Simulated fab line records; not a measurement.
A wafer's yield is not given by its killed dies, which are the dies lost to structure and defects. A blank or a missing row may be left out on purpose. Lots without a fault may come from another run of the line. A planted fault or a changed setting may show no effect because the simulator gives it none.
Which tool was responsible? :: flow gf180mcu :: Sampling: 14 lots, 42 wafers, 4 of 602 route steps

WHAT EACH GAUGE READ, for each wafer
GF_PSD_RS_MEAS_14: measurement is done with a four-point probe. Usual: NSD_RS gives 46.13 ohm/sq (standard deviation 0.084).
lot: L109
measured: day 14 09:04
on: filmMetro-04
NSD_RS (ohm/sq): 45.95 45.86 45.98
flag: 

lot: L110
measured: day 15 00:40
on: filmMetro-01
NSD_RS (ohm/sq): 46.34 46.25 46.24
flag: 

lot: L112
measured: day 15 17:19
on: filmMetro-03
NSD_RS (ohm/sq): 46.19 46.10 46.15
flag: 

lot: L113
measured: day 16 04:20
on: filmMetro-03
NSD_RS (ohm/sq): 46.18 46.29 46.25
flag: 

lot: L114
measured: day 16 11:47
on: filmMetro-01
NSD_RS (ohm/sq): 46.15 46.18 46.01
flag: 

lot: L115
measured: day 17 02:07
on: filmMetro-01
NSD_RS (ohm/sq): 46.14 46.27 46.20
flag: 

lot: L116
measured: day 17 02:24
on: filmMetro-03
NSD_RS (ohm/sq): 46.19 46.08 46.15
flag: 

lot: L117
measured: day 17 07:53
on: filmMetro-03
NSD_RS (ohm/sq): 46.07 45.92 46.12
flag: 

lot: L118
measured: day 17 15:46
on: filmMetro-04
NSD_RS (ohm/sq): 46.10 46.12 46.09
flag: 

lot: L119
measured: day 18 01:57
on: filmMetro-04
NSD_RS (ohm/sq): 46.04 46.08 46.14
flag: 

lot: L121
measured: day 18 21:19
on: filmMetro-03
NSD_RS (ohm/sq): 46.06 46.11 46.05
flag: 

lot: L129
measured: day 21 18:17
on: filmMetro-01
NSD_RS (ohm/sq): 46.25 46.25 46.19
flag: 

lot: L130
measured: day 21 22:41
on: filmMetro-04
NSD_RS (ohm/sq): 46.13 46.11 46.25
flag: 

lot: L131
measured: day 22 01:29
on: filmMetro-04
NSD_RS (ohm/sq): 46.19 46.08 46.10
flag: 

GF_CONTACT_CD_MEAS_14: the cd target is 220 nm. Usual: 220.3 nm for cdNm, sd 1.7.
lot: L109
measured: day 16 04:38
on: cdSem-01
cdNm (nm): 220.3 219.4 221.4
flag: 

lot: L110
measured: day 16 22:38
on: cdSem-01
cdNm (nm): 218.6 218.0 217.8
flag: 

lot: L112
measured: day 17 16:07
on: cdSem-02
cdNm (nm): 219.3 220.1 218.8
flag: 

lot: L113
measured: day 18 03:50
on: cdSem-01
cdNm (nm): 219.2 220.5 220.3
flag: 

lot: L114
measured: day 18 12:07
on: cdSem-02
cdNm (nm): 220.5 224.0 222.1
flag: 

lot: L115
measured: day 19 02:50
on: cdSem-02
cdNm (nm): 221.7 221.0 219.3
flag: 

lot: L116
measured: day 19 03:07
on: cdSem-01
cdNm (nm): 220.5 219.4 222.7
flag: 

lot: L117
measured: day 19 08:26
on: cdSem-02
cdNm (nm): 221.9 220.9 221.6
flag: 

lot: L118
measured: day 19 18:24
on: cdSem-01
cdNm (nm): 221.3 223.3 221.5
flag: 

lot: L119
measured: day 20 03:33
on: cdSem-01
cdNm (nm): 219.2 218.6 218.9
flag: 

lot: L121
measured: day 21 00:00
on: cdSem-01
cdNm (nm): 220.2 221.0 220.8
flag: 

lot: L129
measured: day 23 18:41
on: cdSem-01
cdNm (nm): 220.0 221.1 221.4
flag: 

TOOL THAT RAN EACH LOT (tool first, then ch and the chambers of the sampled wafers, then the start)
lot: L109
GF_SAB_ETCH_11: rieDiel-02 ch 0,1, day 15 05:45
GF_SALICIDE_RTA_08: rtpAnneal-01 ch 0, day 15 06:31

lot: L110
GF_SAB_ETCH_11: rieDiel-03 ch 0,2,3, day 15 22:31
GF_SALICIDE_RTA_08: rtpAnneal-02 ch 0, day 15 23:20

lot: L112
GF_SAB_ETCH_11: rieDiel-03 ch 0,1,2, day 16 15:43
GF_SALICIDE_RTA_08: rtpAnneal-02 ch 0, day 16 16:34

lot: L113
GF_SAB_ETCH_11: rieDiel-04 ch 1,2, day 17 03:26
GF_SALICIDE_RTA_08: rtpAnneal-02 ch 0, day 17 04:14

lot: L114
GF_SAB_ETCH_11: rieDiel-02 ch 1,2,3, day 17 10:50
GF_SALICIDE_RTA_08: rtpAnneal-01 ch 0, day 17 11:38

lot: L115
GF_SAB_ETCH_11: rieDiel-02 ch 0,1,2, day 18 01:46
GF_SALICIDE_RTA_08: rtpAnneal-01 ch 0, day 18 02:31

lot: L116
GF_SAB_ETCH_11: rieDiel-04 ch 0,1,3, day 18 02:02
GF_SALICIDE_RTA_08: rtpAnneal-01 ch 0, day 18 02:49

lot: L117
GF_SAB_ETCH_11: rieDiel-02 ch 0,2,3, day 18 06:58
GF_SALICIDE_RTA_08: rtpAnneal-02 ch 0, day 18 07:44

lot: L118
GF_SAB_ETCH_11: rieDiel-02 ch 0,1,3, day 18 15:37
GF_SALICIDE_RTA_08: rtpAnneal-01 ch 0, day 18 16:23

lot: L119
GF_SAB_ETCH_11: rieDiel-02 ch 0,2,3, day 19 01:38
GF_SALICIDE_RTA_08: rtpAnneal-01 ch 0, day 19 02:32

lot: L121
GF_SAB_ETCH_11: rieDiel-02 ch 0,2,3, day 19 21:58
GF_SALICIDE_RTA_08: rtpAnneal-01 ch 0, day 19 22:46

lot: L129
GF_SAB_ETCH_11: rieDiel-02 ch 0,3, day 22 18:08
GF_SALICIDE_RTA_08: rtpAnneal-02 ch 0, day 22 18:56

lot: L130
GF_SAB_ETCH_11: rieDiel-03 ch 0,1,3, day 22 21:56
GF_SALICIDE_RTA_08: rtpAnneal-01, day 22 22:44

lot: L131
GF_SAB_ETCH_11: rieDiel-03 ch 0,1,3, day 23 00:56
GF_SALICIDE_RTA_08: rtpAnneal-01, day 23 01:45
- GF_SAB_ETCH_11: etches SiO2 in C4F8/O2/Ar, target depth 55 nm, time 8.5 s.
- GF_SALICIDE_RTA_08: time 30 s.

WHAT THE TOOLS THEMSELVES READ (means of the sampled wafers that have a number; where no wafer has one, the mark that the record gives instead)
GF_SAB_ETCH_11. Usual: chamberPressureMTorr 40.00 mTorr, standard deviation 0.036; oesProductAu 1.003 a.u., standard deviation 0.0085.
lot: L109
tool: rieDiel-02
chamberPressureMTorr (mTorr): 40.05
oesProductAu (a.u.): 1.005
flag: 

lot: L110
tool: rieDiel-03
chamberPressureMTorr (mTorr): 40.01
oesProductAu (a.u.): 0.995
flag: 

lot: L112
tool: rieDiel-03
chamberPressureMTorr (mTorr): 39.97
oesProductAu (a.u.): 1.001
flag: 

lot: L113
tool: rieDiel-04
chamberPressureMTorr (mTorr): 40.04
oesProductAu (a.u.): 0.990
flag: 

lot: L114
tool: rieDiel-02
chamberPressureMTorr (mTorr): 40.01
oesProductAu (a.u.): 1.012
flag: 

lot: L115
tool: rieDiel-02
chamberPressureMTorr (mTorr): 40.02
oesProductAu (a.u.): 1.009
flag: 

lot: L116
tool: rieDiel-04
chamberPressureMTorr (mTorr): 40.02
oesProductAu (a.u.): 1.001
flag: 

lot: L117
tool: rieDiel-02
chamberPressureMTorr (mTorr): 39.98
oesProductAu (a.u.): 0.999
flag: 

lot: L118
tool: rieDiel-02
chamberPressureMTorr (mTorr): 39.94
oesProductAu (a.u.): 1.003
flag: 

lot: L119
tool: rieDiel-02
chamberPressureMTorr (mTorr): 40.01
oesProductAu (a.u.): 0.999
flag: 

lot: L121
tool: rieDiel-02
chamberPressureMTorr (mTorr): 39.96
oesProductAu (a.u.): 0.995
flag: 

lot: L129
tool: rieDiel-02
chamberPressureMTorr (mTorr): 40.04
oesProductAu (a.u.): 1.002
flag: 

lot: L130
tool: rieDiel-03
chamberPressureMTorr (mTorr): 39.98
oesProductAu (a.u.): 1.004
flag: 

lot: L131
tool: rieDiel-03
chamberPressureMTorr (mTorr): 40.00
oesProductAu (a.u.): 1.001
flag: 

GF_SALICIDE_RTA_08. Usual: annealTempCMax 804.2, standard deviation 0.77; chamberO2Ppm 1.995, standard deviation 0.02; lampPowerPct 16.2 %, standard deviation 0.86; wafer_temp_C_max 804.8, standard deviation 1.9.
lot: L109
tool: rtpAnneal-01
annealTempCMax: 804.0
chamberO2Ppm: 1.983
lampPowerPct (%): 16.9
wafer_temp_C_max: 806.3
flag: 

lot: L110
tool: rtpAnneal-02
annealTempCMax: 804.8
chamberO2Ppm: 2.007
lampPowerPct (%): 15.2
wafer_temp_C_max: 802.3
flag: 

lot: L112
tool: rtpAnneal-02
annealTempCMax: 803.5
chamberO2Ppm: 1.984
lampPowerPct (%): 15.2
wafer_temp_C_max: 803.4
flag: 

lot: L113
tool: rtpAnneal-02
annealTempCMax: 803.8
chamberO2Ppm: 2.000
lampPowerPct (%): 15.2
wafer_temp_C_max: 803.0
flag: 

lot: L114
tool: rtpAnneal-01
annealTempCMax: 803.9
chamberO2Ppm: 2.007
lampPowerPct (%): 16.9
wafer_temp_C_max: 805.5
flag: 

lot: L115
tool: rtpAnneal-01
annealTempCMax: 804.0
chamberO2Ppm: 1.988
lampPowerPct (%): 16.9
wafer_temp_C_max: 807.2
flag: 

lot: L116
tool: rtpAnneal-01
annealTempCMax: 804.3
chamberO2Ppm: 2.002
lampPowerPct (%): 16.9
wafer_temp_C_max: 806.8
flag: 

lot: L117
tool: rtpAnneal-02
annealTempCMax: 804.8
chamberO2Ppm: 1.993
lampPowerPct (%): 15.2
wafer_temp_C_max: 802.4
flag: 

lot: L118
tool: rtpAnneal-01
annealTempCMax: 804.3
chamberO2Ppm: 1.991
lampPowerPct (%): 16.9
wafer_temp_C_max: 805.5
flag: 

lot: L119
tool: rtpAnneal-01
annealTempCMax: 804.3
chamberO2Ppm: 1.986
lampPowerPct (%): 16.9
wafer_temp_C_max: 806.2
flag: 

lot: L121
tool: rtpAnneal-01
annealTempCMax: 804.1
chamberO2Ppm: 1.996
lampPowerPct (%): 16.9
wafer_temp_C_max: 806.8
flag: 

lot: L129
tool: rtpAnneal-02
annealTempCMax: 803.9
chamberO2Ppm: 2.002
lampPowerPct (%): 15.2
wafer_temp_C_max: 803.2
flag: 

lot: L130
tool: rtpAnneal-01
annealTempCMax: -
chamberO2Ppm: -
lampPowerPct (%): -
wafer_temp_C_max: -
flag: OFF

lot: L131
tool: rtpAnneal-01
annealTempCMax: -
chamberO2Ppm: -
lampPowerPct (%): -
wafer_temp_C_max: -
flag: OFF

THE ANSWER, worked out from the rows above alone
Rule: a lot is off if the mean of its wafers that have a number lies more than 3 standard deviations from the usual mean. Also off: a lot with no number at a reading for which 4 or more lots have one. All remaining lots with rows at the step are treated as sound. Order of review: gauges by route order, followed by the tools' own readings, for which a lot's mean as printed above is used. At the first step where some lot is off, the reading lying furthest off is the one used; lots without a number count as furthest.
Off at GF_SALICIDE_RTA_08 (annealTempCMax): L130, L131. Without a number there: L130, L131.
If a tool, at that step or one of the process steps before it, ran each lot that is off and ran no sound lot following the first of them, it fits. This does not decide it: 2 tools fit, namely rieDiel-03 at GF_SAB_ETCH_11 and rtpAnneal-01 at GF_SALICIDE_RTA_08.

WHAT HAD BEEN PUT IN BY THE SIMULATOR
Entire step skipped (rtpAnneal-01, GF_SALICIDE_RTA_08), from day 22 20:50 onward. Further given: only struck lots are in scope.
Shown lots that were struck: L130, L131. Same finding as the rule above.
